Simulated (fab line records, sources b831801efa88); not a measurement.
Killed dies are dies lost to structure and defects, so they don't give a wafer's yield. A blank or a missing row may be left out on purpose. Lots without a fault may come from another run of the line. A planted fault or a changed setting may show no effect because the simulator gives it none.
One fault seen from 2 desks | flow sky130 | each desk has only its own numbers; what lay behind them comes last

THE METROLOGY DESK
What the gauges read, lot by lot, whatever tool the lot ran on: means of the sampled wafers that have a number. A lot is out of limits, marked OUT, if its mean lies more than 4 standard deviations from the usual mean; the brackets give that distance.
Columns: A = METAL2_ALCU_THK at SKY_METAL2_THK_MEAS_06, usual 249 nm; B = CAP2M_TIN_RS at SKY_CAP2M_RS_MEAS_03, usual 6.88 ohm/sq; C = CAP2M_TIN_THK at SKY_CAP2M_THK_MEAS_04, usual 199.8 nm
lot  | first seen here | A   | B    | C
L466 | day 34 14:17    | 242 | 6.78 | 200.6
L467 | day 35 00:25    | 249 | 6.96 | 199.1
L470 | day 35 13:23    | 246 | 6.95 | 195.8
L471 | day 36 00:20    | 254 | 7.06 | 195.3
L473 | day 36 12:50    | 246 | 6.91 | 201.4
L478 | day 37 21:48    | 248 | 7.11 | 195.2
L482 | day 39 02:11    | 249 | 6.85 | 200.1
L483 | day 39 07:34    | 248 | 6.93 | 200.3
L486 | day 40 07:04    | 242 | 7.02 | 195.2
L488 | day 40 21:08    | 249 | 6.86 | 200.4
This desk's finding: nothing out of limits on any of the 10 lots.

THE TOOL OWNER'S DESK: pvd_sputter-03
The tool's own readings at SKY_CAP2M_SPUTTER_02 (material TiN, target thk 200 nm, time 166.7 s): means of the sampled wafers that have a number, for each lot that ran on this tool. A lot is out of limits, marked OUT, if its mean lies more than 4 standard deviations from the usual mean; the brackets give that distance.
Columns: A = substrate_temp_c at SKY_CAP2M_SPUTTER_02, usual 299.97 C; B = throttle_valve_pct at SKY_CAP2M_SPUTTER_02, usual 30.0 %
lot  | first seen here | A      | B
L466 | day 40 07:29    | 299.66 | 29.5
L473 | day 42 02:08    | 300.13 | 29.5
L478 | day 43 09:18    | 299.84 | 29.4
This desk's finding: nothing out of limits on any of the 3 lots.

PUT TOGETHER
The metrology desk saw nothing out of limits.
The tool owner's desk saw nothing out of limits.

WHAT THE SIMULATOR HAD PUT IN
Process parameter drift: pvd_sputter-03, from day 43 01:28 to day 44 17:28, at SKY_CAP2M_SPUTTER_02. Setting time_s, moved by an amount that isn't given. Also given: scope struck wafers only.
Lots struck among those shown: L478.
